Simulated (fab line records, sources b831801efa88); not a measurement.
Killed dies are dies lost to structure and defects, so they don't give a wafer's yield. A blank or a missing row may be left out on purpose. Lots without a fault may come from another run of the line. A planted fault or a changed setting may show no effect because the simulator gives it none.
fab line records | flow sky130
record lots=5 wafers=15 last_day=49
route steps=708 shown LDD_HVP@284 LDD_LDN@289 SPACER@304 POLY_CUT@307
lots that met no fault: from a run of the same line without faults
start_h: hours from the record's first day to the start of the lot's first wafer shown | wait_h: hours since the lot's step before | " the same as in the row above | L1.1+2: a row that stands for several wafers | - no value, or no start given | * or withheld: withheld | < > ~ a bound
route shown NAME@n: a module of which the file shows steps, and the number in the route of the first | usual: mean/standard deviation of fault-free wafers | same: alike in all rows | chamber/n: place in a boat | sites: the reading at each site | _std_site: their standard deviation | _edge_site: outer sites' mean less inner sites' | radius_mm: how far each site lies from the wafer's centre | mask NAME#n: copy n | behind: the tool/chamber that last shaped the wafer | hold: why the lot was held/for how many hours/how that ended | device: the transistor (n, p or np) that didn't switch | end of line: the same wafers' tests at the end of the route | a step without rows: its recipe alone | killed: dies lost to structure and defects at the first sort, not the wafer's yield | map: a wafer's dies, x killed, . not, _ none there
set.NAME: the setting as run; set.NAME@STEP: as run at that earlier step | model.NAME: the simulator's own value behind a step, which no gauge read
lots at some steps of the route; a table a step, a row a wafer
services: from which hour (start_h, from the record's first day; less than 0 if before it) a tool's chamber was out of use, for how many hours, and why
## steps
# step SKY_LDD_HVP_DEVELOP_06
# recipe resist=NOVOLAK developer=TMAH develop_time_s=62.93 dev_temp_c=23
# usual chill_plate_temp_C=22.99/0.11 exhaust_pa=45.1/0.93 resist_line_temp_C=23.00/0.12
# columns lot.wafer tool chamber start_h wait_h chill_plate_temp_C exhaust_pa resist_line_temp_C
L080.1 litho_track-01 0 566.01 0.1 22.98 44.0 23.03
L080.2 " 0 " " 22.92 45.4 22.87
L080.6 " 0 " " 22.86 46.0 22.87
L082.4 litho_track-03 0 574.83 0.1 22.85 44.7 22.90
L082.5 " 0 " " 22.88 45.2 23.05
L082.6 " 0 " " 22.93 46.5 23.03
L087.2 litho_track-01 0 614.28 0.1 22.82 47.2 23.11
L087.5 " 0 " " 22.93 45.9 22.95
L087.6 " 0 " " 22.84 44.8 23.00
L091.3 litho_track-01 0 647.06 0.1 23.18 45.5 23.06
L091.4 " 0 " " 23.01 45.0 23.09
L091.6 " 0 " " 23.02 44.9 23.03
L094.2 litho_track-03 0 665.58 0.1 23.10 43.9 22.88
L094.5 " 0 " " 22.98 44.3 22.87
L094.6 " 0 " " 22.84 45.1 22.98
# step SKY_LDD_HVP_OVL_MEAS_07
# usual LDD_HVP_OVL=0.4/1.3
# columns lot.wafer tool chamber start_h wait_h LDD_HVP_OVL[nm]
L080.1 overlay-02 - 566.16 0.1 1.2
L080.2 " - " " 0.6
L080.6 " - " " -1.6
L082.4 overlay-02 - 574.92 0.1 2.3
L082.5 " - " " 1.2
L082.6 " - " " 2.8
L087.2 overlay-01 - 614.41 0.1 -0.5
L087.5 " - " " 0.6
L087.6 " - " " -0.5
L091.3 overlay-02 - 647.17 0.1 1.2
L091.4 " - " " 3.7
L091.6 " - " " 1.9
L094.2 overlay-01 - 665.71 0.1 0.0
L094.5 " - " " -0.2
L094.6 " - " " -0.8
# step SKY_LDD_HVP_IMPLANT_08
# recipe species=B energy_kev=20 dose_cm2=1.7e+13 tilt_deg=17.9
# usual beam_energy_keV=20.000/0.0059 tilt_deg=17.898/0.022
# columns lot.wafer tool chamber start_h wait_h beam_energy_keV tilt_deg
L080.1 implanter-04 0 566.19 0.0 19.996 17.893
L080.2 " 0 " " 19.998 17.872
L080.6 " 0 " " 20.002 17.887
L082.4 implanter-02 0 575.01 0.1 19.995 17.931
L082.5 " 0 " " 20.014 17.936
L082.6 " 0 " " 20.004 17.938
L087.2 implanter-03 0 614.47 0.0 20.002 17.915
L087.5 " 0 " " 19.999 17.910
L087.6 " 0 " " 20.003 17.893
L091.3 implanter-02 0 647.24 0.1 19.997 17.921
L091.4 " 0 " " 20.004 17.876
L091.6 " 0 " " 19.998 17.872
L094.2 implanter-04 0 665.76 0.0 19.993 17.888
L094.5 " 0 " " 19.999 17.884
L094.6 " 0 " " 19.990 17.867
# step SKY_LDD_HVP_STRIP_09
# recipe chemistry=O2/N2 power_w=1400 pressure_mtorr=1500 platen_temp_c=withheld o2_flow_sccm=3000 n2_flow_sccm=300 overash_fraction=0.5
# usual drypump_motor_current_A=5.8/0.43 oes_product_au=0.409/0.0047 strip_time_to_endpoint_s=4.135/0.015
# columns lot.wafer tool chamber start_h wait_h drypump_motor_current_A oes_product_au rf_hours_counter_h strip_time_to_endpoint_s
L080.1 plasma_asher-02 0 566.34 0.1 5.9 0.409 12 4.129
L080.2 " 1 " " 5.7 0.411 12 4.122
L080.6 " 0 " " 5.8 0.418 - 4.120
L082.4 plasma_asher-02 1 575.12 0.1 5.8 0.414 - 4.144
L082.5 " 1 " " 5.8 0.412 - 4.125
L082.6 " 0 " " 5.8 0.401 - 4.141
L087.2 plasma_asher-01 0 614.59 0.1 5.0 0.419 50 4.123
L087.5 " 0 " " 5.0 0.403 - 4.142
L087.6 " 1 " " 5.4 0.404 - 4.136
L091.3 plasma_asher-01 1 647.38 0.1 5.4 0.409 - 4.146
L091.4 " 0 " " 4.9 0.416 - 4.162
L091.6 " 1 " " 5.4 0.408 - 4.144
L094.2 plasma_asher-02 1 665.89 0.1 5.7 0.408 22 4.146
L094.5 " 1 " " 5.8 0.412 - 4.148
L094.6 " 0 " " 5.8 0.409 - 4.160
# step SKY_LDD_HVP_TW_MEAS_10
# usual LDD_HVP_TW=459.3/2.1
# columns lot.wafer tool chamber start_h wait_h LDD_HVP_TW
L080.1 film_metro-04 - 566.44 0.1 463.3
L080.2 " - " " 462.4
L080.6 " - " " 460.1
L082.4 film_metro-03 - 575.22 0.1 456.0
L082.5 " - " " 459.1
L082.6 " - " " 457.4
L087.2 film_metro-04 - 614.70 0.1 460.6
L087.5 " - " " 458.2
L087.6 " - " " 460.3
L091.3 film_metro-02 - 647.46 0.1 464.4
L091.4 " - " " 462.2
L091.6 " - " " 461.7
L094.2 film_metro-04 - 666.00 0.1 457.2
L094.5 " - " " 459.9
L094.6 " - " " 458.6
# step SKY_LDD_LDN_DEHYDRATE_00
# recipe temp_c=200 time_s=60
# usual chill_plate_temp_C=22.99/0.11 exhaust_pa=45.0/0.83 resist_line_temp_C=23.01/0.096
# columns lot.wafer tool chamber start_h wait_h chill_plate_temp_C exhaust_pa resist_line_temp_C
L080.1 litho_track-03 0 580.95 14.5 23.05 46.8 22.80
L080.2 " 0 " " 23.03 45.1 22.99
L080.6 " 0 " " 23.03 45.8 22.92
L082.4 litho_track-03 0 589.58 14.3 22.95 45.0 22.79
L082.5 " 0 " " 22.88 44.5 22.83
L082.6 " 0 " " 22.95 45.2 23.00
L087.2 litho_track-04 0 628.05 13.3 22.95 45.9 23.09
L087.5 " 0 " " 23.05 45.1 23.02
L087.6 " 0 " " 22.77 45.6 23.07
L091.3 litho_track-03 0 660.85 13.4 23.04 45.9 22.91
L091.4 " 0 " " 23.07 45.8 22.93
L091.6 " 0 " " 23.21 43.7 23.03
L094.2 litho_track-02 0 679.19 13.2 23.05 44.3 23.00
L094.5 " 0 " " 23.03 46.1 23.06
L094.6 " 0 " " 23.11 46.2 22.85
# step SKY_LDD_LDN_HMDS_01
# recipe prime_time_s=60 prime_temp_c=120
# usual chill_plate_temp_C=23.01/0.11 exhaust_pa=45.0/0.9 resist_line_temp_C=23.01/0.11
# columns lot.wafer tool chamber start_h wait_h chill_plate_temp_C exhaust_pa resist_line_temp_C
L080.1 litho_track-03 0 581.10 0.1 23.06 45.5 22.82
L080.2 " 0 " " 23.07 45.8 23.00
L080.6 " 0 " " 22.91 45.7 22.86
L082.4 litho_track-03 0 589.73 0.1 23.03 44.4 23.00
L082.5 " 0 " " 22.96 44.3 23.09
L082.6 " 0 " " 23.09 44.0 23.21
L087.2 litho_track-04 0 628.20 0.1 22.98 45.4 23.10
L087.5 " 0 " " 23.13 44.4 22.99
L087.6 " 0 " " 23.08 45.2 22.95
L091.3 litho_track-03 0 661.00 0.1 22.92 44.4 22.88
L091.4 " 0 " " 22.79 45.2 22.97
L091.6 " 0 " " 22.86 45.1 22.88
L094.2 litho_track-02 0 679.34 0.1 22.98 44.7 22.99
L094.5 " 0 " " 23.15 44.1 22.94
L094.6 " 0 " " 23.09 44.7 22.96
# step SKY_LDD_LDN_COAT_02
# recipe resist=NOVOLAK spin_rpm=3000 resist_thk_nm=1140
# usual chill_plate_temp_C=23.00/0.11 exhaust_pa=44.8/0.84 resist_line_temp_C=23.01/0.1
# columns lot.wafer tool chamber start_h wait_h chill_plate_temp_C exhaust_pa resist_line_temp_C
L080.1 litho_track-03 0 581.25 0.1 22.86 45.5 23.03
L080.2 " 0 " " 22.90 44.3 23.00
L080.6 " 0 " " 22.95 43.1 23.04
L082.4 litho_track-03 0 589.88 0.1 23.01 45.1 23.29
L082.5 " 0 " " 23.02 46.3 22.97
L082.6 " 0 " " 22.96 45.2 23.16
L087.2 litho_track-04 0 628.35 0.1 22.94 44.0 23.05
L087.5 " 0 " " 22.96 43.7 23.09
L087.6 " 0 " " 23.13 43.6 22.91
L091.3 litho_track-03 0 661.15 0.1 22.95 44.4 23.04
L091.4 " 0 " " 23.17 45.2 23.12
L091.6 " 0 " " 23.14 43.5 23.06
L094.2 litho_track-02 0 679.49 0.1 23.13 44.9 22.94
L094.5 " 0 " " 23.02 44.5 23.16
L094.6 " 0 " " 22.86 46.7 23.03
# step SKY_LDD_LDN_SOFTBAKE_03
# recipe temp_c=90 time_s=60 resist=NOVOLAK
# usual chill_plate_temp_C=23.01/0.097 exhaust_pa=45.1/0.91 resist_line_temp_C=22.97/0.11
# columns lot.wafer tool chamber start_h wait_h chill_plate_temp_C exhaust_pa resist_line_temp_C
L080.1 litho_track-03 0 581.40 0.1 22.93 46.2 23.14
L080.2 " 0 " " 23.11 46.1 23.26
L080.6 " 0 " " 23.13 46.0 23.23
L082.4 litho_track-03 0 590.03 0.1 23.16 45.5 22.91
L082.5 " 0 " " 22.99 45.3 22.98
L082.6 " 0 " " 22.99 45.1 23.00
L087.2 litho_track-04 0 628.50 0.1 23.10 44.0 23.08
L087.5 " 0 " " 23.04 44.9 23.09
L087.6 " 0 " " 23.03 44.4 22.97
L091.3 litho_track-03 0 661.30 0.1 22.96 44.1 22.99
L091.4 " 0 " " 22.92 46.1 23.14
L091.6 " 0 " " 22.87 44.7 23.04
L094.2 litho_track-02 0 679.64 0.1 22.82 45.1 22.88
L094.5 " 0 " " 22.88 44.3 22.82
L094.6 " 0 " " 22.83 45.1 22.84
# step SKY_LDD_LDN_EXPOSE_04
# recipe mask_id=LDNTM na=0.6 source_shape=conventional sigma_outer=0.6 polarization=unpolarized target_cd_nm=700 dose_mj=140
# columns lot.wafer tool chamber start_h wait_h mask
L080.1+2+6 iline_stepper-01 0 - - LDNTM#0
L082.4+5+6 iline_stepper-01 0 - - LDNTM#0
L087.2+5+6 iline_stepper-02 0 - - LDNTM#0
L091.3+4+6 iline_stepper-01 0 - - LDNTM#0
L094.2+5+6 iline_stepper-01 0 - - LDNTM#0
# step SKY_LDD_LDN_PEB_05
# recipe temp_c=withheld time_s=* resist=NOVOLAK
# usual chill_plate_temp_C=* exhaust_pa=45.0/0.92 resist_line_temp_C=*
# columns lot.wafer tool chamber start_h wait_h chill_plate_temp_C exhaust_pa resist_line_temp_C
L080.1 litho_track-03 0 - - * 44.2 *
L080.2 " 0 " " * 43.3 *
L080.6 " 0 " " * 43.0 *
L082.4 litho_track-04 0 - - * 43.3 *
L082.5 " 0 " " * 45.0 *
L082.6 " 0 " " * 45.1 *
L087.2 litho_track-02 0 - - * 46.3 *
L087.5 " 0 " " * 44.6 *
L087.6 " 0 " " * 44.4 *
L091.3 litho_track-02 0 - - * 44.0 *
L091.4 " 0 " " * 43.9 *
L091.6 " 0 " " * 44.7 *
L094.2 litho_track-04 0 - - * 46.2 *
L094.5 " 0 " " * 45.8 *
L094.6 " 0 " " * 45.8 *
# step SKY_LDD_LDN_DEVELOP_06
# recipe resist=NOVOLAK developer=TMAH develop_time_s=60 dev_temp_c=23
# usual chill_plate_temp_C=23.02/0.11 exhaust_pa=45.0/0.75 resist_line_temp_C=23.00/0.094
# columns lot.wafer tool chamber start_h wait_h chill_plate_temp_C exhaust_pa resist_line_temp_C
L080.1 litho_track-03 0 595.40 0.1 23.00 45.3 22.97
L080.2 " 0 " " 23.07 44.5 23.06
L080.6 " 0 " " 23.15 45.2 22.96
L082.4 litho_track-04 0 604.20 0.1 22.92 43.9 23.02
L082.5 " 0 " " 23.00 43.9 23.20
L082.6 " 0 " " 22.81 44.1 23.21
L087.2 litho_track-02 0 643.39 0.1 23.14 45.3 23.00
L087.5 " 0 " " 22.92 44.4 22.98
L087.6 " 0 " " 23.06 45.2 22.99
L091.3 litho_track-02 0 675.57 0.1 23.08 45.4 22.85
L091.4 " 0 " " 22.94 43.6 22.98
L091.6 " 0 " " 22.85 44.5 22.96
L094.2 litho_track-04 0 693.50 0.1 22.84 44.3 23.13
L094.5 " 0 " " 23.06 43.9 22.85
L094.6 " 0 " " 23.03 43.9 22.93
# step SKY_LDD_LDN_OVL_MEAS_07
# usual LDD_LDN_OVL=0.5/1.5
# columns lot.wafer tool chamber start_h wait_h LDD_LDN_OVL[nm]
L080.1 overlay-02 - 595.55 0.1 -0.7
L080.2 " - " " -1.1
L080.6 " - " " -0.5
L082.4 overlay-01 - 604.29 0.1 1.4
L082.5 " - " " 0.0
L082.6 " - " " 0.5
L087.2 overlay-02 - 643.52 0.1 3.4
L087.5 " - " " 1.5
L087.6 " - " " 3.5
L091.3 overlay-02 - 675.68 0.1 1.3
L091.4 " - " " 1.1
L091.6 " - " " 1.4
L094.2 overlay-01 - 693.63 0.1 -1.8
L094.5 " - " " 0.7
L094.6 " - " " 0.3
# step SKY_LDD_LDN_IMPLANT_08
# recipe species=As energy_kev=15 dose_cm2=1.25e+13 tilt_deg=withheld rotation_deg=23
# usual beam_energy_keV=15.000/0.0046
# columns lot.wafer tool chamber start_h wait_h beam_energy_keV
L080.1 implanter-04 0 595.59 0.0 14.993
L080.2 " 0 " " 14.999
L080.6 " 0 " " 14.998
L082.4 implanter-04 0 604.38 0.1 15.000
L082.5 " 0 " " 14.999
L082.6 " 0 " " 15.003
L087.2 implanter-03 0 643.58 0.0 15.000
L087.5 " 0 " " 14.998
L087.6 " 0 " " 14.989
L091.3 implanter-03 0 675.75 0.1 14.995
L091.4 " 0 " " 14.992
L091.6 " 0 " " 14.997
L094.2 implanter-03 0 693.68 0.0 14.998
L094.5 " 0 " " 15.004
L094.6 " 0 " " 14.998
# step SKY_LDD_LDN_IMPLANT_09
# recipe species=As energy_kev=15 dose_cm2=1.25e+13 tilt_deg=withheld rotation_deg=113
# usual beam_energy_keV=14.999/0.0043
# columns lot.wafer tool chamber start_h wait_h beam_energy_keV
L080.1 implanter-04 0 595.74 0.1 14.993
L080.2 " 0 " " 14.997
L080.6 " 0 " " 14.995
L082.4 implanter-04 0 604.53 0.1 15.003
L082.5 " 0 " " 15.000
L082.6 " 0 " " 15.000
L087.2 implanter-03 0 643.73 0.1 14.989
L087.5 " 0 " " 14.990
L087.6 " 0 " " 14.997
L091.3 implanter-03 0 675.90 0.1 15.000
L091.4 " 0 " " 14.993
L091.6 " 0 " " 14.997
L094.2 implanter-03 0 693.83 0.1 14.999
L094.5 " 0 " " 14.994
L094.6 " 0 " " 14.998
# step SKY_LDD_LDN_IMPLANT_10
# recipe species=As energy_kev=15 dose_cm2=1.25e+13 tilt_deg=withheld rotation_deg=203
# usual beam_energy_keV=15.000/0.0042
# columns lot.wafer tool chamber start_h wait_h beam_energy_keV
L080.1 implanter-04 0 595.89 0.1 14.991
L080.2 " 0 " " 14.999
L080.6 " 0 " " 14.995
L082.4 implanter-04 0 604.68 0.1 14.996
L082.5 " 0 " " 15.007
L082.6 " 0 " " 14.997
L087.2 implanter-03 0 643.88 0.1 15.003
L087.5 " 0 " " 15.002
L087.6 " 0 " " 15.000
L091.3 implanter-03 0 676.05 0.1 14.995
L091.4 " 0 " " 14.990
L091.6 " 0 " " 14.998
L094.2 implanter-03 0 693.98 0.1 14.999
L094.5 " 0 " " 14.998
L094.6 " 0 " " 15.000
# step SKY_LDD_LDN_IMPLANT_11
# recipe species=As energy_kev=15 dose_cm2=1.25e+13 tilt_deg=withheld rotation_deg=293
# usual beam_energy_keV=15.000/0.0048
# columns lot.wafer tool chamber start_h wait_h beam_energy_keV
L080.1 implanter-04 0 596.04 0.1 14.993
L080.2 " 0 " " 15.004
L080.6 " 0 " " 14.996
L082.4 implanter-04 0 604.83 0.1 14.996
L082.5 " 0 " " 15.001
L082.6 " 0 " " 14.997
L087.2 implanter-03 0 644.03 0.1 14.997
L087.5 " 0 " " 15.006
L087.6 " 0 " " 14.996
L091.3 implanter-03 0 676.20 0.1 14.999
L091.4 " 0 " " 14.998
L091.6 " 0 " " 15.005
L094.2 implanter-03 0 694.13 0.1 14.999
L094.5 " 0 " " 14.997
L094.6 " 0 " " 14.990
# step SKY_LDD_LDN_STRIP_12
# recipe chemistry=O2/N2 power_w=1400 pressure_mtorr=1500 platen_temp_c=withheld o2_flow_sccm=3000 n2_flow_sccm=300 overash_fraction=0.5
# usual drypump_motor_current_A=5.5/0.36 oes_product_au=0.715/0.0048 strip_time_to_endpoint_s=14.18/0.04
# columns lot.wafer tool chamber start_h wait_h drypump_motor_current_A oes_product_au rf_hours_counter_h strip_time_to_endpoint_s
L080.1 plasma_asher-01 1 596.19 0.1 5.4 0.716 48 14.22
L080.2 " 0 " " 4.9 0.721 48 14.25
L080.6 " 0 " " 4.9 0.712 - 14.14
L082.4 plasma_asher-01 0 604.94 0.1 4.9 0.711 - 14.16
L082.5 " 0 " " 5.0 0.716 - 14.22
L082.6 " 1 " " 5.4 0.719 - 14.21
L087.2 plasma_asher-01 0 644.15 0.1 4.9 0.708 53 14.13
L087.5 " 0 " " 4.9 0.710 - 14.15
L087.6 " 1 " " 5.4 0.712 - 14.13
L091.3 plasma_asher-01 0 676.33 0.1 4.9 0.719 - 14.17
L091.4 " 1 " " 5.4 0.716 - 14.16
L091.6 " 0 " " 4.9 0.716 - 14.20
L094.2 plasma_asher-01 1 694.26 0.1 5.4 0.719 58 14.24
L094.5 " 1 " " 5.4 0.712 - 14.26
L094.6 " 0 " " 4.9 0.721 - 14.21
# step SKY_LDD_LDN_TW_MEAS_13
# usual LDD_LDN_TW=1499/9.9
# columns lot.wafer tool chamber start_h wait_h LDD_LDN_TW
L080.1 film_metro-01 - 596.29 0.1 1498
L080.2 " - " " 1508
L080.6 " - " " 1506
L082.4 film_metro-04 - 605.04 0.1 1495
L082.5 " - " " 1485
L082.6 " - " " 1496
L087.2 film_metro-01 - 644.26 0.1 1514
L087.5 " - " " 1509
L087.6 " - " " 1512
L091.3 film_metro-01 - 676.42 0.1 1510
L091.4 " - " " 1511
L091.6 " - " " 1503
L094.2 film_metro-04 - 694.37 0.1 1498
L094.5 " - " " 1490
L094.6 " - " " 1493
# step SKY_LDD_LDN_CLEAN_14
# recipe chemistry=SC1/SC2 mix=1:4:20 temp_c=70 time_s=150 dry=n2_spin
# columns lot.wafer tool chamber start_h wait_h
L080.1+2+6 wet_bench-01 3 596.35 0.1
L082.4+5+6 wet_bench-02 1 605.07 0.0
L087.2+5+6 wet_bench-03 1 644.31 0.0
L091.3+4+6 wet_bench-02 3 676.46 0.0
L094.2+5+6 wet_bench-02 0 694.42 0.0
# step SKY_SPACER_CVD_00
# recipe material=Si3N4 precursor=DCS/NH3 target_thk_nm=43.1 temp_c=770 time_s=740 pressure_mtorr=250
# columns lot.wafer tool chamber start_h wait_h
L080.1+2+6 lpcvd-02 0 596.40 0.0
L082.4+5+6 lpcvd-02 1 605.12 0.0
L087.2+5+6 lpcvd-02 0 644.36 0.0
L091.3+4+6 lpcvd-02 1 676.52 0.0
L094.2+5+6 lpcvd-02 0 694.52 0.1
# step SKY_SPACER_THK_MEAS_01
# recipe reads=Si3N4_of_SPACER_CVD_00
# usual SPACER_CVD_00_THK=43.0/0.46
# columns lot.wafer tool chamber start_h wait_h SPACER_CVD_00_THK[nm]
L080.1 film_metro-01 - 597.60 0.0 43.4
L080.2 " - " " 42.6
L080.6 " - " " 42.8
L082.4 film_metro-04 - 606.35 0.0 42.8
L082.5 " - " " 42.8
L082.6 " - " " 43.5
L087.2 film_metro-01 - 645.58 0.0 42.8
L087.5 " - " " 42.7
L087.6 " - " " 43.0
L091.3 film_metro-01 - 677.74 0.0 42.9
L091.4 " - " " 43.2
L091.6 " - " " 43.1
L094.2 film_metro-03 - 695.74 0.0 43.0
L094.5 " - " " 43.0
L094.6 " - " " 42.6
# step SKY_SPACER_ETCHBACK_02
# recipe chemistry=CH3F/O2 target=Si3N4 stop_on=SiO2 source_w=400 bias_w=80 pressure_mtorr=25 ch3f_flow_sccm=40 O2_flow_sccm=30 time_s=46.7 target_depth_a=450
# usual ch3f_flow_sccm=39.99/0.12 drypump_motor_current_A=5.97/0.15 oes_product_au=0.854/0.007 rf_fwd_power_W=396.4/1.6 throttle_valve_pct=10.563/0.011
# columns lot.wafer tool chamber start_h wait_h ch3f_flow_sccm drypump_motor_current_A oes_product_au rf_fwd_power_W rf_hours_counter_h throttle_valve_pct
L080.1 rie_diel-01 0 597.66 0.1 40.03 6.12 0.853 394.3 1 10.545
L080.2 " 1 " " 39.96 6.35 0.842 392.0 47 10.557
L080.6 " 0 " " 39.90 6.13 0.849 396.6 - 10.572
L082.4 rie_diel-01 0 606.38 0.0 39.98 6.11 0.847 398.2 1 10.564
L082.5 " 1 " " 40.00 6.40 0.853 395.4 - 10.552
L082.6 " 0 " " 39.88 6.11 0.862 396.5 - 10.566
L087.2 rie_diel-03 2 645.63 0.0 40.03 6.12 0.850 396.0 1 10.571
L087.5 " 2 " " 40.04 6.09 0.854 398.1 - 10.558
L087.6 " 1 " " 39.99 5.85 0.863 396.6 - 10.549
L091.3 rie_diel-02 0 677.78 0.0 40.05 6.04 0.858 393.0 7 10.567
L091.4 " 2 " " 40.02 6.02 0.852 398.5 19 10.555
L091.6 " 2 " " 39.83 6.00 0.855 398.5 - 10.574
L094.2 rie_diel-02 0 695.79 0.0 40.18 6.03 0.851 392.8 7 10.572
L094.5 " 2 " " 40.21 6.05 0.863 395.3 - 10.567
L094.6 " 3 " " 40.08 6.00 0.849 394.7 - 10.551
# step SKY_POLY_CUT_DEHYDRATE_00
# recipe temp_c=201.3 time_s=60
# usual chill_plate_temp_C=23.03/0.098 exhaust_pa=45.0/0.82 resist_line_temp_C=23.01/0.11
# columns lot.wafer tool chamber start_h wait_h chill_plate_temp_C exhaust_pa resist_line_temp_C
L080.1 litho_track-01 0 611.46 13.8 22.95 45.1 23.12
L080.2 " 0 " " 23.00 45.7 22.95
L080.6 " 0 " " 22.91 46.4 23.04
L082.4 litho_track-04 0 620.50 14.1 23.03 45.5 22.94
L082.5 " 0 " " 22.87 45.8 22.96
L082.6 " 0 " " 23.02 45.6 22.77
L087.2 litho_track-04 0 658.80 13.1 23.17 45.5 23.12
L087.5 " 0 " " 23.04 45.8 23.08
L087.6 " 0 " " 23.23 45.8 22.99
L091.3 litho_track-01 0 690.66 12.9 22.77 43.9 23.09
L091.4 " 0 " " 22.93 44.7 23.11
L091.6 " 0 " " 22.71 43.8 23.10
L094.2 litho_track-04 0 708.70 12.9 23.02 42.7 23.09
L094.5 " 0 " " 22.99 43.8 22.99
L094.6 " 0 " " 22.84 44.7 23.04
# step SKY_POLY_CUT_HMDS_01
# recipe prime_time_s=60 prime_temp_c=120
# usual chill_plate_temp_C=22.98/0.1 exhaust_pa=44.9/0.88 resist_line_temp_C=22.98/0.095
# columns lot.wafer tool chamber start_h wait_h chill_plate_temp_C exhaust_pa resist_line_temp_C
L080.1 litho_track-01 0 611.61 0.1 23.06 44.4 22.79
L080.2 " 0 " " 23.04 44.1 22.87
L080.6 " 0 " " 22.92 43.4 22.88
L082.4 litho_track-04 0 620.65 0.1 22.94 44.7 23.09
L082.5 " 0 " " 22.87 46.0 22.97
L082.6 " 0 " " 22.75 46.1 23.01
L087.2 litho_track-04 0 658.95 0.1 22.82 45.3 23.01
L087.5 " 0 " " 22.97 46.5 23.06
L087.6 " 0 " " 22.84 43.2 23.08
L091.3 litho_track-01 0 690.81 0.1 22.92 43.9 22.91
L091.4 " 0 " " 22.95 44.8 22.98
L091.6 " 0 " " 22.95 43.7 22.78
L094.2 litho_track-04 0 708.85 0.1 22.93 43.8 22.92
L094.5 " 0 " " 22.96 46.2 23.09
L094.6 " 0 " " 22.87 45.0 23.21
# step SKY_POLY_CUT_COAT_02
# recipe resist=BARC temp_c=withheld time_s=withheld spin_rpm=3000 resist_thk_nm=60
# usual chill_plate_temp_C=* exhaust_pa=45.1/0.92 resist_line_temp_C=*
# columns lot.wafer tool chamber start_h wait_h chill_plate_temp_C exhaust_pa resist_line_temp_C
L080.1 litho_track-01 0 611.76 0.1 * 45.6 *
L080.2 " 0 " " * 44.7 *
L080.6 " 0 " " * 45.1 *
L082.4 litho_track-04 0 620.80 0.1 * 44.4 *
L082.5 " 0 " " * 45.2 *
L082.6 " 0 " " * 46.1 *
L087.2 litho_track-04 0 659.10 0.1 * 44.8 *
L087.5 " 0 " " * 46.1 *
L087.6 " 0 " " * 44.5 *
L091.3 litho_track-01 0 690.96 0.1 * 46.5 *
L091.4 " 0 " " * 46.8 *
L091.6 " 0 " " * 44.6 *
L094.2 litho_track-04 0 709.00 0.1 * 45.4 *
L094.5 " 0 " " * 45.6 *
L094.6 " 0 " " * 45.3 *
# step SKY_POLY_CUT_COAT_03
# recipe resist=KrF-thick spin_rpm=3000 resist_thk_nm=450
# usual chill_plate_temp_C=22.98/0.088 exhaust_pa=45.0/0.84 resist_line_temp_C=22.99/0.097
# columns lot.wafer tool chamber start_h wait_h chill_plate_temp_C exhaust_pa resist_line_temp_C
L080.1 litho_track-01 0 - - 22.95 42.6 23.02
L080.2 " 0 " " 22.93 43.6 23.06
L080.6 " 0 " " 22.93 45.0 22.98
L082.4 litho_track-04 0 - - 22.95 44.5 23.06
L082.5 " 0 " " 22.99 43.6 22.97
L082.6 " 0 " " 23.03 44.0 22.95
L087.2 litho_track-04 0 - - 22.90 44.9 23.02
L087.5 " 0 " " 22.90 45.2 23.03
L087.6 " 0 " " 22.78 43.6 22.90
L091.3 litho_track-01 0 - - 23.16 46.6 23.06
L091.4 " 0 " " 23.13 45.9 22.92
L091.6 " 0 " " 23.06 45.9 22.94
L094.2 litho_track-04 0 - - 22.86 45.1 22.85
L094.5 " 0 " " 22.99 44.5 22.96
L094.6 " 0 " " 22.93 44.4 22.84
# step SKY_POLY_CUT_SOFTBAKE_04
# recipe temp_c=100 time_s=90 resist=KrF-thick
# usual chill_plate_temp_C=22.99/0.1 exhaust_pa=45.2/0.76 resist_line_temp_C=23.00/0.089
# columns lot.wafer tool chamber start_h wait_h chill_plate_temp_C exhaust_pa resist_line_temp_C
L080.1 litho_track-01 0 - - 22.89 44.8 23.02
L080.2 " 0 " " 23.10 46.1 22.89
L080.6 " 0 " " 23.05 45.3 23.01
L082.4 litho_track-04 0 - - 23.06 46.0 22.97
L082.5 " 0 " " 23.00 45.7 22.92
L082.6 " 0 " " 23.17 45.0 22.75
L087.2 litho_track-04 0 - - 22.75 44.7 22.89
L087.5 " 0 " " 23.02 45.7 23.13
L087.6 " 0 " " 22.97 45.7 23.04
L091.3 litho_track-01 0 - - 22.87 45.2 23.04
L091.4 " 0 " " 23.02 43.5 22.88
L091.6 " 0 " " 22.88 44.6 22.99
L094.2 litho_track-04 0 - - 23.01 44.3 23.14
L094.5 " 0 " " 22.96 44.8 23.09
L094.6 " 0 " " 22.81 45.2 23.27
# step SKY_POLY_CUT_EXPOSE_05
# recipe mask_id=NPCM na=0.8 source_shape=annular sigma_inner=0.55 sigma_outer=0.85 target_cd_nm=270 dose_mj=32
# columns lot.wafer tool chamber start_h wait_h mask
L080.1+2+6 krf_scanner-01 0 - - NPCM#0
L082.4+5+6 krf_scanner-01 0 - - NPCM#0
L087.2+5+6 krf_scanner-01 0 - - NPCM#0
L091.3+4+6 krf_scanner-01 0 - - NPCM#0
L094.2+5+6 krf_scanner-01 0 - - NPCM#0
# step SKY_POLY_CUT_PEB_06
# recipe peb_temp_c=withheld peb_time_s=withheld resist=KrF-thick
# usual chill_plate_temp_C=* exhaust_pa=45.0/0.96 resist_line_temp_C=*
# columns lot.wafer tool chamber start_h wait_h chill_plate_temp_C exhaust_pa resist_line_temp_C
L080.1 litho_track-04 0 - - * 44.9 *
L080.2 " 0 " " * 44.1 *
L080.6 " 0 " " * 44.7 *
L082.4 litho_track-04 0 - - * 43.4 *
L082.5 " 0 " " * 45.9 *
L082.6 " 0 " " * 44.1 *
L087.2 litho_track-04 0 - - * 45.2 *
L087.5 " 0 " " * 45.6 *
L087.6 " 0 " " * 45.4 *
L091.3 litho_track-01 0 - - * 45.3 *
L091.4 " 0 " " * 45.0 *
L091.6 " 0 " " * 43.8 *
L094.2 litho_track-01 0 - - * 43.8 *
L094.5 " 0 " " * 44.3 *
L094.6 " 0 " " * 45.1 *
## services
# columns tool chamber start_h hours kind
rie_diel-02 2 548.86 10.8 repair
implanter-02 - 550.79 2.0 repair
krf_scanner-01 - 556.13 1.0 pm
implanter-03 - 558.99 8.2 repair
iline_stepper-02 - 567.09 28.9 pm
implanter-04 - 569.66 3.0 pm
implanter-03 - 569.94 11.3 pm
plasma_asher-02 - 604.87 2.8 pm
implanter-03 - 623.37 1.1 repair
implanter-04 - 628.73 8.6 repair
krf_scanner-01 - 629.42 1.3 pm
krf_scanner-01 - 641.85 0.8 pm
rie_diel-01 0 647.47 5.7 repair
rie_diel-01 - 649.18 14.6 pm
implanter-02 - 663.43 3.1 pm
plasma_asher-01 - 663.86 1.5 repair
iline_stepper-01 - 671.70 1.7 pm
rie_diel-01 1 677.45 1.8 repair
rie_diel-01 3 680.36 6.8 repair
wet_bench-02 - 686.01 2.0 repair
krf_scanner-01 - 710.54 4.4 pm
krf_scanner-01 - 717.94 3.3 repair
implanter-02 - 720.26 4.2 repair
rie_diel-02 0 722.70 2.9 repair
## key
fault none
